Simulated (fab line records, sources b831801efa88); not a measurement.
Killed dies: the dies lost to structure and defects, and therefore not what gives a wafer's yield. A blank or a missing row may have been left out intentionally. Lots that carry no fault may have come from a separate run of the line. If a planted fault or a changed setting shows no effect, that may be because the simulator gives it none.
A struck lot beside a sound one -- flow sky130 -- 17 out of 708 route steps
Sound: the wafers L544.1, L544.4, L544.5. Wafers L552.1, L552.3, L552.4 were the ones struck. Last of all comes the cause.
For every step that has rows: the tool of each side, followed by ch and its chambers, followed by its first start. Under that, the readings that differ: sound wafers -- struck wafers -- difference of the means -- sigmas: that difference in standard deviations of wafers without a fault.
alike: same words and numbers on both sides, and readings whose means sit less than 2 such deviations apart. not compared: any withheld reading, any reading some wafer has no value for, any bound like >300 that may hide the same value, and any number with overlapping values for which the record gives no deviation.
The two part at a step that has a row with sigmas, a row that says differs or no value, or rows on one side only. Non-overlapping numbers with no deviation appear without sigmas and do not part them. A reading missing from all wafers of one side parts the sides only when that side holds two or more wafers.

SKY_METAL2_THK_MEAS_06: measures by xrf.
  struck on film metro-02, day 36 22:49; sound on film metro-02, day 34 08:57
  alike: METAL2_ALCU_THK
then, 8 steps without rows for these wafers: SKY_METAL2_DEHYDRATE_07 (time 60 s); SKY_METAL2_HMDS_08 (prime time 60 s); SKY_METAL2_COAT_09 (resist thk 60 nm); SKY_METAL2_COAT_10 (resist thk 450 nm); SKY_METAL2_SOFTBAKE_11 (time 90 s); SKY_METAL2_EXPOSE_12 (exposes mask MM2, target cd 140 nm); SKY_METAL2_PEB_13; SKY_METAL2_DEVELOP_14 (develop time 60 s).
SKY_METAL2_CD_MEAS_15: target cd 140 nm.
  struck on cd sem-01, day 38 00:58; sound on cd sem-02, day 35 11:01
  alike: cd nm
SKY_METAL2_OVL_MEAS_16:
  struck on overlay-01, day 38 01:05; sound on overlay-02, day 35 11:08
  alike: METAL2_OVL
SKY_METAL2_DESCUM_17: chemistry O2, time 8 s.
  sound on rie metal-03 ch 0, day 35 11:11; struck on rie metal-02 ch 0,1, day 38 01:08
  alike: drypump motor current A, he backside leak sccm, oes product au
  not compared: rf hours counter h
SKY_METAL2_ETCH_18: etches BARC in N2/H2, stops on SiO2, time 45.9 s, target depth 60 nm.
  sound on rie metal-03 ch 0, day 35 11:13; struck on rie metal-02 ch 0,1, day 38 01:10
  no value came back on the struck wafers for any of 6 readings (bias w (W), chamber pressure mTorr (mTorr) and others); on the sound wafers bias w (W) reads 99.7 99.7 99.6
reading,sound,struck,difference,sigmas
model.KrF-thick_of_METAL2_COAT_10.thk nm (nm),394.2 396 393.9,435.8 436 436,+41.2,
  not compared: rf hours counter h
SKY_METAL2_METAL_ETCH_19: etches the open film in Cl2/BCl3, stops on SiO2, target depth 360 nm, time 78 s.
  sound on rie metal-03 ch 0, day 35 11:16; struck on rie metal-02 ch 0,1, day 38 01:13
reading,sound,struck,difference,sigmas
oes product au (a.u.),0.852 0.851 0.858,0.364 0.376 0.375,-0.482,-58
model.KrF-thick_of_METAL2_COAT_10.thk nm (nm),164.7 163.3 162.4,203.5 210.1 205.3,+42.8,
  alike: bcl3 flow sccm, bias w, drypump motor current A, he backside leak sccm, throttle valve pct
  not compared: rf hours counter h
SKY_METAL2_STRIP_20: strips in O2/N2.
  sound on plasma asher-03 ch 0,1, day 35 11:22; struck on plasma asher-02 ch 0,1, day 38 01:19
reading,sound,struck,difference,sigmas
oes product au (a.u.),0.346 0.342 0.350,0.364 0.373 0.363,+0.021,+4
strip time to endpoint s (s),2.77 2.75 2.74,3.20 3.24 3.20,+0.46,+6
  alike: drypump motor current A
  not compared: rf hours counter h
then, 1 step without rows for these wafers: SKY_METAL2_STRIP_21 (strips in post etch residue remover, time 1200 s).
-- the record jumps here: 10 days lie between the struck wafers' starts before and after (it left off in module METAL2 and takes up again in module PAD_OPEN, whose first step shown is number 708 of the route) --
SKY_PAD_OPEN_PROBE_99:
  struck on prober-02, day 48 01:05; sound on prober-02, day 45 23:22
reading,sound,struck,difference,sigmas
defect limited yield (%),80.9 76.0 80.5,0 0 0,-79,-36
killed_at_M0_to_M3,38 55 51,450 457 448,+404,+57
killed at other,2 1 2,0 0 0,-2,-3
killed dies,94 118 96,492 492 492,+389,+35
killed on rim,15 24 18,96 96 96,+77,+23
killed short,49 59 49,31 35 44,-16,-2
sort_bin_5_function (%),10.4 14.0 13.0,94.1 94.1 92.1,+81.0,+48
sort n pass,398 374 396,0 0 0,-389,-35
sort yield pct (%),80.9 76.0 80.5,0 0 0,-79,-36
  alike: killed_at_M4_up, killed at contacts, killed at front end, killed open, sort_bin_3_pad_short, sort_bin_6_memory

WHERE THEY PART
At SKY_METAL2_ETCH_18 first; at SKY_PAD_OPEN_PROBE_99 last (within this record only).

WHY: what the simulator had put in
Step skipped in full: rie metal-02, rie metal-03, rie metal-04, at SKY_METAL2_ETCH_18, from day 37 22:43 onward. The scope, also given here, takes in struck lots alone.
